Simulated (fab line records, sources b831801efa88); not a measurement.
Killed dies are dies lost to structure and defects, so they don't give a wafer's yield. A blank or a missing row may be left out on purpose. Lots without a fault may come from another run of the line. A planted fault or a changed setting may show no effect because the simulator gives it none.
Split-lot experiment | flow sky130 | 5 lots, 23 wafers read, on a route of 708 steps

THE SPLIT
At SKY_METAL5_SPUTTER_02 (material AlCu, target thk 1150 nm, time 61.2 s), the setting power_w was moved away from the recipe's 10600 W on 11 of the 23 wafers read, by -7.7% to +9.9%. The other wafers ran this setting at the recipe's value.

FROM THE SPLIT TO THE READING: what the file shows between them, 3 steps
- SKY_METAL5_SPUTTER_03: material Ti, target thk 5 nm, time 3.3 s
- SKY_METAL5_SPUTTER_04: material TiN, target thk 70 nm, time 58.3 s
- SKY_METAL5_RS_MEAS_05: measures by four-point-probe

THE READING
METAL5_ALCU_THK, in nm, at SKY_METAL5_THK_MEAS_06 (measures by xrf). Fault-free wafers of this fab line usually give 1152 nm, standard deviation 17 nm.

wafer  | tool, chamber at the split | power_w as run, W | against the recipe | METAL5_ALCU_THK, nm | against lot-mates on the recipe
L074.1 | pvd_sputter-01, -          | 10600             | recipe             | 1159                | -
L074.4 | pvd_sputter-01, -          | 10600             | recipe             | 1139                | -
L074.5 | pvd_sputter-01, -          | 10600             | recipe             | 1149                | -
L077.1 | pvd_sputter-04, -          | 11360             | +7.2%              | 1216                | +48
L077.2 | pvd_sputter-04, -          | 11360             | +7.2%              | 1257                | +90
L077.3 | pvd_sputter-04, -          | 11360             | +7.2%              | 1240                | +72
L077.4 | pvd_sputter-04, -          | 10600             | recipe             | 1164                | -
L077.6 | pvd_sputter-04, -          | 10600             | recipe             | 1171                | -
L078.1 | pvd_sputter-02, -          | 10600             | recipe             | 1159                | -
L078.2 | pvd_sputter-02, -          | 10940             | +3.2%              | 1163                | +19
L078.3 | pvd_sputter-02, -          | 10600             | recipe             | 1148                | -
L078.4 | pvd_sputter-02, -          | 10940             | +3.2%              | 1175                | +31
L078.5 | pvd_sputter-02, -          | 10600             | recipe             | 1125                | -
L082.1 | pvd_sputter-04, -          | 10600             | recipe             | 1117                | -
L082.2 | pvd_sputter-04, -          | 11650             | +9.9%              | 1259                | +140
L082.3 | pvd_sputter-04, -          | 10600             | recipe             | 1120                | -
L082.4 | pvd_sputter-04, -          | 11650             | +9.9%              | 1258                | +140
L082.5 | pvd_sputter-04, -          | 11650             | +9.9%              | 1223                | +104
L083.1 | pvd_sputter-01, -          | 9781              | -7.7%              | 1063                | -99
L083.2 | pvd_sputter-01, -          | 9781              | -7.7%              | 1074                | -88
L083.4 | pvd_sputter-01, -          | 9781              | -7.7%              | 1059                | -103
L083.5 | pvd_sputter-01, -          | 10600             | recipe             | 1169                | -
L083.6 | pvd_sputter-01, -          | 10600             | recipe             | 1155                | -

THE FIT
A straight line over all 23 wafers: METAL5_ALCU_THK changes by +10.7 nm for each +1% of power_w; r = +0.95; the points scatter about the line by 18 nm.
The same after taking each lot's own level away (the mean of its wafers on the recipe; 23 wafers): +12 nm for each +1%; r = +0.98; scatter 14 nm.
On that fit, the largest move of power_w shifts the reading by 1.2e+02 nm.
The lots' own levels span 1118.5 to 1167.5 nm, that is 2.9 times the standard deviation above.
So the lot-to-lot level changes the slope: the two fits differ.
Check: with one of the wafers moved furthest among these (+9.9%) left out of the fit, the line predicts +112 nm for it against its lot-mates. It came out at +140 nm against them.

OTHER SPLITS ON THESE WAFERS
These wafers also went through other splits before the reading. Each is held against what the fit with the lots' levels taken away leaves over:
other split on the same wafers     | wafers away from the commonest value | r with METAL5_ALCU_THK (lot level and that fit taken away)
SKY_CAP2M_COAT_07 spin_rpm         | 7                                    | +0.15
SKY_METAL4_COAT_07 resist_thk_nm   | 7                                    | -0.20
SKY_METAL4_ETCH_16 icp_w           | 10                                   | +0.07
SKY_VIA4_CMP_02 leave_above_ref_nm | 10                                   | +0.17
SKY_VIA4_EXPOSE_08 dose_mj         | 10                                   | -0.18
SKY_VIA4_CVD_18 temp_c             | 6                                    | +0.08

THE WHOLE CHAIN: every reading that the file lists as answering this split, in the file's order
step                   | what it does                                   | reading                                                                           | change (the file's fit)               | r (the file's)
SKY_METAL5_SPUTTER_02  | material AlCu, target thk 1150 nm, time 61.2 s | AlCu_of_METAL5_SPUTTER_02.thk_nm (the simulator's own value, which no gauge read) | +12 nm for each +1% of the setting    | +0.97
SKY_METAL5_RS_MEAS_05  | measures by four-point-probe                   | METAL5_ALCU_RS                                                                    | -0.000276 for each +1% of the setting | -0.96
SKY_METAL5_THK_MEAS_06 | measures by xrf                                | METAL5_ALCU_THK                                                                   | +11.8 for each +1% of the setting     | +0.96

THE FILE'S OWN FIT
METAL5_ALCU_THK changes by +11.8 nm for each +1% of power_w, r = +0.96.
